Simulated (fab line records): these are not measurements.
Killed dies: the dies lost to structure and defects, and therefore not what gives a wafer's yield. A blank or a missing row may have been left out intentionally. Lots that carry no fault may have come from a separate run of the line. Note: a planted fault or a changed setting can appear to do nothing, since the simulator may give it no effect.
Problem report, 8D (eight disciplines) form, completed by code ; flow sky130 ; the parts of the form that need people (team, actions taken, sign-off) are left out

== 1. THE ISSUE ==
Across 3 wafers from 2 lots, LI_CONTACT_HDPCVD_THK at SKY_LI_CONTACT_THK_MEAS_01 averages 769 nm, while fault-free wafers read 934 nm with a standard deviation of 10. Relative to the usual mean, that is a shift of -17 standard deviations.
First observed at day 30 11:48: wafer L964.4, on film_metro-02. At this step, 33 wafers from 11 lots have a number in the record. Rule for "out", or "out of limits": more than 4 standard deviations from the usual mean. The other wafers with a number count as sound.

== 2. WHAT IT IS; WHAT IT IS NOT ==
question;is;is not
which readings at this step;LI_CONTACT_HDPCVD_THK;-
which lots;L964, L967;L956, L957, L958, L959, L968, L971, L972, L973, L976
which wafers of those lots;L964.4, L967.3, L967.4;L964.2, L964.5, L967.5
read on which gauges;film_metro-02, film_metro-04;film_metro-03
when;from day 30 11:48;"up to then (14 sound wafers); but 16 sound wafers of L967, L968, L971, L972, L973, L976 came after"

== 3. WHAT RULES OUT EACH SUSPECT ==
Counting: any tool at a process step up to the reading remains a suspect provided it ran every lot that is out. Sound lots after the first of them don't rule it out here, since some wafers of a struck lot are sound.
- the gauge at SKY_LI_CONTACT_THK_MEAS_01 is ruled out. 2 gauges (film_metro-02, film_metro-04) read the wafers that are out.
- hdpcvd-02 at SKY_LI_CONTACT_HDPCVD_00 (deposits PSG, target thk 930 nm, time 155 s): kept. It ran every lot that is out, first L964 (day 30 11:41).
- The sound lot-mates ran in chamber 1 of hdpcvd-02 at SKY_LI_CONTACT_HDPCVD_00, but the wafers that are out ran in chamber 2.
After counting, what remains is hdpcvd-02 at SKY_LI_CONTACT_HDPCVD_00.

== 4. THE CAUSE (what the simulator had put in) ==
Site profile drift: hdpcvd-02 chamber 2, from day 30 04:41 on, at SKY_LI_CONTACT_HDPCVD_00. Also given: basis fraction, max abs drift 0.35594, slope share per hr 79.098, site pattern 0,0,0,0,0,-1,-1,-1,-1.
This tool alone remained once counting was done.

== 5. THE EFFECT CHAIN, in route order ==
Rows list readings where the struck wafers' mean (over those with a number) sits beyond 3 standard deviations from the usual. Only readings whose record carries a usual standard deviation are examined. hours: median over the lots of the time between each lot's start at the first step of this table that gives one and its start at this step. sigmas: the change, counted in usual standard deviations.
hours;step;reading;usual;on struck wafers;change;sigmas
0;SKY_LI_CONTACT_THK_MEAS_01;LI_CONTACT_HDPCVD_THK;934 nm;769;-165;-17
28;SKY_LI_CONTACT_ETCH_15;oes_product_au;0.838 a.u.;0.725;-0.113;-26
It contains these process steps:
- SKY_LI_CONTACT_ETCH_15: etches PSG in C4F8/O2/Ar, stops on Si, target depth 600 nm.

== 6. HOW IT WOULD HAVE BEEN CAUGHT EARLIER ==
The first out-of-limits reading at a measuring or inspecting step in this record came at day 30 11:48, 7 hours after the fault's start at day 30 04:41.
Of the tool readings at SKY_LI_CONTACT_HDPCVD_00 for which the record gives a usual standard deviation, none was out on any struck wafer, so an alarm limit of 4 standard deviations on them would not have fired.
Among the 2 lots that are out, L967 began SKY_LI_CONTACT_HDPCVD_00 on hdpcvd-02 after day 30 11:48. A tool hold placed at that time would have kept it from harm.
